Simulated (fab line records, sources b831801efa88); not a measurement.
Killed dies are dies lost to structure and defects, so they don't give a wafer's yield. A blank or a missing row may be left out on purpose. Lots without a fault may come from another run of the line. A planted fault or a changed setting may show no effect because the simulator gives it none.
fab line records | flow sky130
record lots=6 wafers=18 last_day=50
route steps=708 shown SONOS_ONO@186 GATE_OXIDE@187 PAD_OPEN@708
lots that met no fault: from a run of the same line without faults
start_h: hours from the record's first day to the start of the lot's first wafer shown | wait_h: hours since the lot's step before | " the same as in the row above | L1.1+2: a row that stands for several wafers | - no value, or no start given | * or withheld: withheld | < > ~ a bound
route shown NAME@n: a module of which the file shows steps, and the number in the route of the first | usual: mean/standard deviation of fault-free wafers | same: alike in all rows | chamber/n: place in a boat | sites: the reading at each site | _std_site: their standard deviation | _edge_site: outer sites' mean less inner sites' | radius_mm: how far each site lies from the wafer's centre | mask NAME#n: copy n | behind: the tool/chamber that last shaped the wafer | hold: why the lot was held/for how many hours/how that ended | device: the transistor (n, p or np) that didn't switch | end of line: the same wafers' tests at the end of the route | a step without rows: its recipe alone | killed: dies lost to structure and defects at the first sort, not the wafer's yield | map: a wafer's dies, x killed, . not, _ none there
set.NAME: the setting as run; set.NAME@STEP: as run at that earlier step | model.NAME: the simulator's own value behind a step, which no gauge read
lots at some steps of the route; a table a step, a row a wafer
services: from which hour (start_h, from the record's first day; less than 0 if before it) a tool's chamber was out of use, for how many hours, and why
## steps
# step SKY_SONOS_ONO_WET_ETCH_18
# recipe chemistry=H3PO4 target_depth_nm=15 target=Si3N4 temp_c=160 time_s=172
# step SKY_GATE_OXIDE_CLEAN_00
# recipe chemistry=SC1/SC2 mix=1:4:20 temp_c=70 time_s=150 dry=n2_spin
# step SKY_GATE_OXIDE_OXIDATION_01
# recipe temp_c=900 ambient=O2 stabilise_s=600 purge_s=300 target_thk_a=102.68 ox_time_s=1473
# step SKY_GATE_OXIDE_THK_MEAS_02
# recipe reads=SiO2_of_GATE_OXIDE_OXIDATION_01
# usual GATE_OXIDE_OXIDATION_00_THK=10.21/0.21
# columns lot.wafer tool chamber start_h wait_h GATE_OXIDE_OXIDATION_00_THK[nm]
L209.1 film_metro-04 - 306.51 0.0 10.17
L209.5 " - " " 10.26
L209.6 " - " " 10.37
L214.2 film_metro-04 - 336.64 0.0 10.50
L214.3 " - " " 10.47
L214.4 " - " " 10.33
L216.2 film_metro-04 - 351.14 0.0 10.45
L216.3 " - " " 10.41
L216.5 " - " " 10.31
L218.3 film_metro-03 - 374.40 0.0 10.32
L218.4 " - " " 10.25
L218.5 " - " " 10.11
L223.2 film_metro-03 - 416.07 0.0 10.48
L223.5 " - " " 10.41
L223.6 " - " " 10.54
L226.1 film_metro-03 - 436.95 0.0 10.51
L226.4 " - " " 10.62
L226.6 " - " " 10.22
# step SKY_GATE_OXIDE_DEHYDRATE_03
# recipe temp_c=200 time_s=60
# step SKY_GATE_OXIDE_HMDS_04
# recipe prime_time_s=60 prime_temp_c=120
# step SKY_GATE_OXIDE_COAT_05
# recipe resist=NOVOLAK spin_rpm=3000 resist_thk_nm=1140
# step SKY_GATE_OXIDE_SOFTBAKE_06
# recipe temp_c=90 time_s=60 resist=NOVOLAK
# step SKY_GATE_OXIDE_EXPOSE_07
# recipe mask_id=LVOM na=0.6 source_shape=conventional sigma_outer=0.6 polarization=unpolarized target_cd_nm=600 dose_mj=170
# step SKY_GATE_OXIDE_PEB_08
# recipe temp_c=withheld time_s=* resist=NOVOLAK
# step SKY_GATE_OXIDE_DEVELOP_09
# recipe resist=NOVOLAK developer=TMAH develop_time_s=60 dev_temp_c=23
# step SKY_GATE_OXIDE_OVL_MEAS_10
# usual GATE_OXIDE_OVL=-0.6/1.3
# columns lot.wafer tool chamber start_h wait_h GATE_OXIDE_OVL[nm]
L209.1 overlay-01 - 333.08 0.1 -1.0
L209.5 " - " " -0.3
L209.6 " - " " -1.6
L214.2 overlay-01 - 364.66 0.1 -2.0
L214.3 " - " " -2.1
L214.4 " - " " -2.2
L216.2 overlay-02 - 379.78 0.1 1.9
L216.3 " - " " 1.5
L216.5 " - " " 1.8
L218.3 overlay-01 - 404.19 0.1 -2.4
L218.4 " - " " -1.5
L218.5 " - " " -0.4
L223.2 overlay-01 - 447.99 0.1 0.6
L223.5 " - " " 0.4
L223.6 " - " " 0.6
L226.1 overlay-02 - 468.67 0.1 0.8
L226.4 " - " " -0.5
L226.6 " - " " 0.0
# step SKY_GATE_OXIDE_IMPLANT_11
# recipe species=B energy_kev=10 dose_cm2=2.6e+12 tilt_deg=withheld
# usual beam_energy_keV=10.000/0.003 beam_on_s=9.98/0.21
# columns lot.wafer tool chamber start_h wait_h beam_energy_keV beam_on_s model.implant.rp_nm model.implant.drp_nm
L209.1 implanter-04 0 333.12 0.0 10.002 10.03 33.33 17.11
L209.5 " 0 " " 10.007 9.71 33.33 17.11
L209.6 " 0 " " 10.002 9.85 33.33 17.11
L214.2 implanter-02 0 364.72 0.0 8.5519 9.72 29.83 15.33
L214.3 " 0 " " 8.5484 10.25 29.83 15.33
L214.4 " 0 " " 8.5476 9.94 29.83 15.33
L216.2 implanter-02 0 379.83 0.0 8.5458 9.65 29.46 15.33
L216.3 " 0 " " 8.5453 10.33 29.46 15.33
L216.5 " 0 " " 8.5495 9.86 29.46 15.33
L218.3 implanter-03 0 404.26 0.1 10.001 9.58 32.93 17.11
L218.4 " 0 " " 10.000 10.28 32.93 17.11
L218.5 " 0 " " 9.9944 9.94 32.93 17.11
L223.2 implanter-02 0 448.04 0.0 10.001 10.37 33.43 17.11
L223.5 " 0 " " 10.002 10.05 33.43 17.11
L223.6 " 0 " " 10.001 9.81 33.43 17.11
L226.1 implanter-04 0 468.71 0.0 10.003 9.84 33.82 17.11
L226.4 " 0 " " 9.9991 9.53 33.82 17.11
L226.6 " 0 " " 10.002 10.04 33.82 17.11
# step SKY_GATE_OXIDE_WET_ETCH_12
# recipe chemistry=dHF target_depth_nm=16.8 dry=n2_spin target=SiO2 dilution=100:1 temp_c=25 time_s=336
# step SKY_PAD_OPEN_PROBE_99
# usual killed_at_M0_to_M3=43/6.4 killed_at_M4_up=3.2/1.8 killed_at_contacts=25/5.5 killed_at_front_end=16/5.2 killed_at_other=0.3/0.49 killed_dies=88/10 killed_open=48/7 killed_short=40/7.1
# same gross_dies=492 killed_at_back_side=0
# columns lot.wafer tool chamber start_h wait_h killed_at_M0_to_M3 killed_at_M4_up killed_at_contacts killed_at_front_end killed_at_other killed_dies killed_open killed_short model.etest.pfet_01v8_lvt.drive_ua_um model.etest.pfet_01v8_lvt.off_log10_a_um model.etest.pfet_01v8_lvt.vt_sat_v model.etest.pfet_01v8_lvt.vt_v model.etest.pfet_01v8_lvt.vt_long_v model.etest.nfet_01v8.vt_long_v model.etest.nfet_01v8_lvt.vt_long_v model.etest.pfet_01v8_lvt.body_rise_v
L209.1 prober-01 - 1102.03 0.1 43 2 28 24 0 97 46 51 177.5 -8.514 -0.4144 -0.5102 -0.6313 0.5498 0.4474 -0.2043
L209.5 prober-01 - 1102.23 0.2 55 5 29 17 0 106 66 40 174.7 -8.535 -0.4189 -0.5133 -0.6332 0.5457 0.446 -0.2076
L209.6 prober-01 - 1102.28 0.2 43 3 30 20 0 96 52 44 175.5 -8.582 -0.4208 -0.5167 -0.6379 0.5446 0.4447 -0.2069
L214.2 prober-02 - 1126.79 0.1 52 5 20 18 0 95 48 47 173.4 -9.783 -0.4855 -0.571 -0.6851 0.5353 0.4379 -0.1918
L214.3 prober-02 - 1126.84 0.2 48 6 25 28 0 107 57 50 171.2 -9.668 -0.4789 -0.5637 -0.6817 0.5448 0.4437 -0.1938
L214.4 prober-02 - 1126.89 0.2 50 2 21 14 0 87 53 34 174.9 -9.46 -0.4711 -0.5565 -0.6784 0.5467 0.4443 -0.1947
L216.2 prober-02 - 1136.99 0.1 38 4 27 11 1 81 47 34 166.8 -9.895 -0.5005 -0.5841 -0.6945 0.5454 0.4428 -0.1962
L216.3 prober-02 - 1137.04 0.2 39 3 19 20 0 81 45 36 165.2 -9.987 -0.5093 -0.5877 -0.6998 0.543 0.4405 -0.1938
L216.5 prober-02 - 1137.14 0.2 37 0 16 16 0 69 35 34 165.4 -9.851 -0.5021 -0.5816 -0.695 0.5445 0.4464 -0.1953
L218.3 prober-02 - 1150.25 0.2 49 5 27 17 1 99 59 40 171.1 -9.004 -0.4448 -0.5316 -0.6511 0.5494 0.4491 -0.2047
L218.4 prober-02 - 1150.30 0.2 42 2 18 19 0 81 40 41 173.8 -8.894 -0.4401 -0.5297 -0.6502 0.5539 0.4514 -0.2061
L218.5 prober-02 - 1150.35 0.2 51 8 22 21 0 102 53 49 171.7 -9.001 -0.4461 -0.5345 -0.6515 0.5548 0.4516 -0.2044
L223.2 prober-02 - 1178.90 0.1 40 3 17 18 2 80 44 36 169 -9.301 -0.4672 -0.5544 -0.667 0.5342 0.437 -0.2026
L223.5 prober-02 - 1179.05 0.2 32 2 28 8 1 71 37 34 168.5 -9.128 -0.4648 -0.5494 -0.6635 0.5397 0.4407 -0.2026
L223.6 prober-02 - 1179.10 0.2 36 2 21 6 1 66 38 28 167.3 -9.381 -0.4715 -0.5582 -0.6699 0.5337 0.4342 -0.204
L226.1 prober-01 - 1188.35 0.1 38 2 28 25 0 93 40 53 175.5 -8.819 -0.4466 -0.5376 -0.6551 0.5294 0.4304 -0.2
L226.4 prober-01 - 1188.50 0.2 39 5 34 11 0 89 50 39 175.8 -8.675 -0.4518 -0.543 -0.6602 0.5229 0.4285 -0.2002
L226.6 prober-01 - 1188.60 0.2 43 6 24 16 0 89 50 39 176 -8.806 -0.4449 -0.533 -0.6499 0.5284 0.4319 -0.2016
# killed by level:class
L209.1 CONTACT:geometric_particle:open=10 VIA1:geometric_particle:open=10 FIELD_ISO:geometric_particle:short=9 POLY_GATE:geometric_particle:open=8 CONTACT:geometric_particle:short=8 VIA1:geometric_particle:short=7 METAL1:geometric_particle:short=6 LI_CONTACT:geometric_particle:open=5
L209.5 VIA3:geometric_particle:open=13 CONTACT:geometric_particle:open=11 LI_CONTACT:geometric_particle:open=9 METAL3:geometric_particle:short=7 VIA1:geometric_particle:open=7 VIA2:geometric_particle:open=7 METAL2:geometric_particle:short=6 LOCAL_INTERCONNECT:geometric_particle:short=5
L209.6 CONTACT:geometric_particle:open=12 METAL2:geometric_particle:short=9 VIA3:geometric_particle:open=7 VIA1:geometric_particle:open=7 POLY_GATE:geometric_particle:open=5 LI_CONTACT:geometric_particle:open=5 CONTACT:geometric_particle:short=5 VIA2:geometric_particle:open=5
L214.2 VIA1:geometric_particle:open=14 VIA1:geometric_particle:short=13 CONTACT:geometric_particle:open=10 FIELD_ISO:geometric_particle:short=6 LI_CONTACT:geometric_particle:open=6 VIA3:geometric_particle:open=6 METAL1:geometric_particle:short=5 METAL4:geometric_particle:short=5
L214.3 CONTACT:geometric_particle:open=11 FIELD_ISO:geometric_particle:open=10 VIA2:geometric_particle:open=10 VIA1:geometric_particle:open=7 METAL4:geometric_particle:short=6 METAL1:geometric_particle:short=6 VIA1:geometric_particle:short=6 VIA3:geometric_particle:open=6
L214.4 VIA1:geometric_particle:open=12 CONTACT:geometric_particle:open=11 VIA3:geometric_particle:open=10 VIA1:geometric_particle:short=8 METAL1:geometric_particle:short=7 FIELD_ISO:geometric_particle:open=4 POLY_GATE:geometric_particle:open=4 LI_CONTACT:geometric_particle:short=4
L216.2 VIA1:geometric_particle:open=13 LI_CONTACT:geometric_particle:open=10 CONTACT:geometric_particle:short=6 CONTACT:geometric_particle:open=5 FIELD_ISO:geometric_particle:open=4 METAL1:geometric_particle:short=4 VIA1:geometric_particle:short=4 VIA3:geometric_particle:open=4
L216.3 CONTACT:geometric_particle:open=8 FIELD_ISO:geometric_particle:open=7 METAL1:geometric_particle:short=7 VIA3:geometric_particle:open=6 LI_CONTACT:geometric_particle:open=6 VIA1:geometric_particle:short=5 VIA2:geometric_particle:open=5 POLY_GATE:geometric_particle:open=4
L216.5 VIA1:geometric_particle:open=10 METAL1:geometric_particle:short=9 VIA2:geometric_particle:open=7 CONTACT:geometric_particle:open=7 VIA1:geometric_particle:short=6 CONTACT:geometric_particle:short=5 FIELD_ISO:geometric_particle:short=4 FIELD_ISO:geometric_particle:open=3
L218.3 VIA1:geometric_particle:open=15 CONTACT:geometric_particle:open=10 LI_CONTACT:geometric_particle:open=9 VIA2:geometric_particle:open=9 FIELD_ISO:geometric_particle:short=6 VIA3:geometric_particle:open=6 METAL2:geometric_particle:short=5 METAL4:geometric_particle:short=5
L218.4 FIELD_ISO:geometric_particle:short=8 VIA1:geometric_particle:open=8 VIA3:geometric_particle:open=7 CONTACT:geometric_particle:short=6 VIA1:geometric_particle:short=6 FIELD_ISO:geometric_particle:open=5 VIA2:geometric_particle:open=5 METAL3:geometric_particle:short=5
L218.5 VIA1:geometric_particle:open=12 VIA2:geometric_particle:open=10 VIA1:geometric_particle:short=8 FIELD_ISO:geometric_particle:open=6 CONTACT:geometric_particle:open=5 CONTACT:geometric_particle:short=5 LI_CONTACT:geometric_particle:open=5 LOCAL_INTERCONNECT:geometric_particle:short=5
L223.2 VIA1:geometric_particle:open=11 FIELD_ISO:geometric_particle:short=6 VIA2:geometric_particle:open=6 CONTACT:geometric_particle:open=5 CONTACT:geometric_particle:short=5 VIA2:geometric_particle:short=5 FIELD_ISO:geometric_particle:open=4 LI_CONTACT:geometric_particle:open=4
L223.5 CONTACT:geometric_particle:open=12 LI_CONTACT:geometric_particle:open=7 METAL2:geometric_particle:short=6 VIA3:geometric_particle:open=5 CONTACT:geometric_particle:short=4 METAL1:geometric_particle:short=4 VIA1:geometric_particle:open=4 METAL3:geometric_particle:short=4
L223.6 CONTACT:geometric_particle:open=12 VIA3:geometric_particle:open=8 VIA1:geometric_particle:open=7 CONTACT:geometric_particle:short=5 METAL3:geometric_particle:short=5 VIA2:geometric_particle:short=5 METAL1:geometric_particle:short=4 LI_CONTACT:geometric_particle:open=3
L226.1 POLY_GATE:geometric_particle:short=9 LI_CONTACT:geometric_particle:open=8 METAL1:geometric_particle:short=8 LI_CONTACT:geometric_particle:short=7 VIA1:geometric_particle:open=7 VIA2:geometric_particle:open=7 POLY_GATE:geometric_particle:open=5 LOCAL_INTERCONNECT:geometric_particle:short=5
L226.4 CONTACT:geometric_particle:open=11 METAL1:geometric_particle:short=8 LI_CONTACT:geometric_particle:open=7 VIA1:geometric_particle:open=6 VIA2:geometric_particle:open=6 VIA3:geometric_particle:open=6 LOCAL_INTERCONNECT:geometric_particle:short=5 CONTACT:geometric_particle:short=5
L226.6 LI_CONTACT:geometric_particle:open=9 VIA1:geometric_particle:open=9 METAL1:geometric_particle:short=8 VIA2:geometric_particle:open=7 POLY_GATE:geometric_particle:open=5 FIELD_ISO:geometric_particle:short=4 FIELD_ISO:geometric_particle:open=4 LI_CONTACT:geometric_particle:short=4
## services
# columns tool chamber start_h hours kind
implanter-03 - 320.33 1.6 repair
implanter-03 - 334.66 2.7 repair
implanter-02 - 338.67 1.2 repair
implanter-02 - 354.78 2.3 repair
implanter-03 - 384.40 1.7 repair
implanter-04 - 386.70 1.0 repair
implanter-02 - 410.45 4.0 repair
implanter-03 - 420.07 3.5 pm
implanter-03 - 426.73 5.6 repair
## key
first_sign step=SKY_GATE_OXIDE_IMPLANT_11 reading=beam_energy_keV direction=down sigmas=99+ usual=* struck=*
effect none on later readings
model_effect step=SKY_GATE_OXIDE_IMPLANT_11 value=implant.rp_nm without=33.72 struck=29.65
model_effect step=SKY_PAD_OPEN_PROBE_99 value=etest.pfet_01v8_lvt.drive_ua_um without=173.7 struck=169.5
met_at SKY_GATE_OXIDE_IMPLANT_11
struck_wafers L214.2,L214.3,L214.4,L216.2,L216.3,L216.5
tester_left_out L214,L216
fault kind=process_parameter_drift tool=implanter-02 chamber=- onset_h=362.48 steps=SKY_GATE_OXIDE_IMPLANT_11 channel=energy_kev offset=* shape=step end_h=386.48 acts_in=* stated=*
# tester_left_out: of these lots the tester's yield and bins aren't shown, on N5 and GAA mostly nor the transistor test; their killed dies are dies lost to structure and defects alone, not to doping, threshold or leakage, so they don't give the yield
